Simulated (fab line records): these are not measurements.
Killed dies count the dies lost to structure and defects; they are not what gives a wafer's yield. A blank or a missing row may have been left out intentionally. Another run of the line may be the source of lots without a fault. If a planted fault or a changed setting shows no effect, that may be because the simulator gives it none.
Struck lot and sound lot, side by side -- flow sky130 -- 16 steps out of a route of 708
Sound: the wafers L393.2, L393.3, L393.5. The struck wafers were L402.1, L402.3, L402.6. The cause is named last.
Each step with rows lists, per side, the tool, then ch with its chambers, then its first start. Under that, the readings that differ: sound wafers -- struck wafers -- difference of the means -- sigmas: that difference in standard deviations of wafers without a fault.
alike: words and numbers the same on both sides, and readings whose means are apart by under 2 such deviations; not compared: readings that were withheld, readings missing a value for some wafer, numbers with overlapping values and no deviation given by the record, and bounds like >300 which may hide the same value.
A row with sigmas, a row that says differs or no value, or rows on one side alone: a step with any of these is where the two part. When numbers do not overlap yet have no deviation, they are printed without sigmas and do not part them. A reading that every wafer of one side lacks parts them only if that side has two wafers or more.

first, 3 steps without rows for these wafers: SKY_FIELD_ISO_EXPOSE_10 (exposes mask FOM, target cd 150 nm); SKY_FIELD_ISO_PEB_11; SKY_FIELD_ISO_DEVELOP_12 (develop time 60 s).
SKY_FIELD_ISO_CD_MEAS_13: the cd target is 150 nm.
  struck on cd_sem-01, day 4 07:52; sound on cd_sem-01, day 2 10:11
  alike: cd_nm
SKY_FIELD_ISO_ETCH_14: etches BARC in N2/H2, stops on SiO2, time 45.9 s, target depth 60 nm.
  sound on rie_diel-03 ch 1,3, day 2 10:17; struck on rie_diel-03 ch 1,2,3, day 4 07:59
  alike: drypump_motor_current_A, oes_product_au, throttle_valve_pct
  not compared: rf_hours_counter_h
SKY_FIELD_ISO_ETCH_15: etches the open film in CHF3/O2, stops on Si, target depth 180 nm, time 72 s.
  sound on rie_diel-03 ch 1,3, day 2 10:20; struck on rie_diel-03 ch 1,2,3, day 4 08:02
  alike: drypump_motor_current_A, oes_product_au, throttle_valve_pct
  not compared: rf_hours_counter_h
SKY_FIELD_ISO_STRIP_16: strips in O2/N2.
  sound on plasma_asher-02 ch 0,1, day 2 10:23; struck on plasma_asher-04 ch 1, day 4 08:05
  alike: drypump_motor_current_A, oes_product_au, strip_time_to_endpoint_s
  not compared: rf_hours_counter_h
SKY_FIELD_ISO_ETCH_17: etches Si in HBr/Cl2/O2, target depth 342 nm, time 97.7 s.
  sound on rie_si-01 ch 0,3, day 2 10:29; struck on rie_si-01 ch 2,3, day 4 08:11
  alike: drypump_motor_current_A, oes_product_au, throttle_valve_pct
  not compared: rf_hours_counter_h
then, 4 steps without rows for these wafers: SKY_FIELD_ISO_WET_ETCH_18 (etches Si3N4 in H3PO4, target depth 25 nm, time 286 s); SKY_FIELD_ISO_CLEAN_19 (cleans in SC1/SC2, time 150 s); SKY_FIELD_ISO_CLEAN_20 (cleans in dHF, time 20 s); SKY_FIELD_ISO_WET_ETCH_21 (etches SiO2 in dHF, target depth 20 nm, time 400 s).
SKY_FIELD_ISO_OXIDATION_22: stabilise 600 s, purge 300 s, target thk 10 nm.
  sound on furnace-01 ch 0, day 2 11:44; struck on furnace-01 ch 0, day 4 09:14
reading,sound,struck,difference,sigmas
model.SiO2_of_FIELD_ISO_OXIDATION_22.thk_nm (nm),9.94 9.831 9.95,4.233 4.014 3.988,-5.829,
  alike: ox_temp_c_max, spike_tc_bottom_C, spike_tc_lower_C, spike_tc_top_C, tube_center_temp_C_max, zone_power_lower_pct
SKY_FIELD_ISO_THK_MEAS_23:
  struck on film_metro-02, day 4 10:25; sound on film_metro-04, day 2 12:55
reading,sound,struck,difference,sigmas
FIELD_ISO_OXIDATION_01_THK (nm),9.91 9.89 9.98,4.18 4.02 3.91,-5.89,-31
then, 1 step without rows for these wafers: SKY_FIELD_ISO_CVD_24 (deposits SiO2, target thk 595 nm, time 99.2 s).
-- a jump in the record: the struck wafers' starts before and after are 44 days apart (it breaks off in module FIELD_ISO and resumes in module PAD_OPEN, where the first step shown is number 708 of the route) --
SKY_PAD_OPEN_PROBE_99:
  struck on prober-01, day 48 05:56; sound on prober-02, day 46 05:50
reading,sound,struck,difference,sigmas
model.etest.diode_ndiff_fingers.leak_log10_a_cm2,-6.631,-6.457,+0.174,
model.etest.diode_pdiff_fingers.leak_log10_a_cm2,-6.319,-6.109,+0.210,
model.etest.sram_nfet_pass.off_log10_a_um,-12.4,-11.85,+0.55,
model.etest.nfet_01v8.off_log10_a_um,-13.55,-13.17,+0.38,

## WHERE THEY PART
Only at SKY_FIELD_ISO_THK_MEAS_23, as far as this record shows.

WHY: whatever the simulator had introduced
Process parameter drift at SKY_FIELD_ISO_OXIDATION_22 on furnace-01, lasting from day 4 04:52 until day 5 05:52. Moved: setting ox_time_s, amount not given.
